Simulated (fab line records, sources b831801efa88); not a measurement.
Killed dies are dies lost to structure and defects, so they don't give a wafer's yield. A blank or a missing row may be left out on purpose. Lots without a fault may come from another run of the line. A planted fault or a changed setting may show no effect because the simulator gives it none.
Chamber matching | flow gf180mcu | GF_V4_CVD_02 on pecvd-04: 3 sister chambers
The step deposits SiO2 from TEOS, target thk 850 nm, time 94.851 s. 6 wafers are shown with their chamber, then 12 later ones without.

WAFERS WITH THEIR CHAMBER
wafer  | chamber | heater_power_w (W)
L091.1 | 2       | 563
L092.1 | 1       | 777
L092.5 | 2       | 620
L093.1 | 0       | 539
L093.3 | 1       | 715
L093.5 | 0       | 594

WAFERS WITHOUT THEIR CHAMBER
wafer  | heater_power_w (W)
L094.2 | 745
L094.4 | 648
L094.5 | 528
L095.1 | 656
L095.2 | 835
L095.3 | 653
L095.4 | 518
L095.5 | 685
L095.6 | 676
L097.1 | 680
L097.3 | 588
L097.4 | 771

WHICH CHAMBER EACH WENT THROUGH
wafer  | from the rows above          | in truth
L094.2 | 1                            | 1
L094.4 | can't be placed: 2 or 0 or 1 | 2
L094.5 | can't be placed: 0 or 2      | 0
L095.1 | can't be placed: 2 or 0 or 1 | 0
L095.2 | 1                            | 1
L095.3 | can't be placed: 2 or 0 or 1 | 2
L095.4 | can't be placed: 0 or 2      | 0
L095.5 | can't be placed: 1 or 2 or 0 | 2
L095.6 | can't be placed: 1 or 2 or 0 | 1
L097.1 | can't be placed: 1 or 2 or 0 | 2
L097.3 | can't be placed: 2 or 0      | 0
L097.4 | 1                            | 1
Placed correctly: 3 of 12. Can't be placed from these rows: 9 (the true chamber is among the candidates in 9). Placed wrongly: 0.
How it was worked out, from the rows above alone: a wafer's distance from a chamber is the root of the sum, over the readings, of the square of ((its reading less the chamber's mean) divided by the reading's scatter). The wafer belongs to the nearest chamber; if the next one is less than 2 further off, it can't be placed. A chamber's mean is the mean of its shown wafers. The scatter: the root of (the sum of the squares of (reading less its chamber's mean) over the shown wafers, divided by (wafers less chambers)).
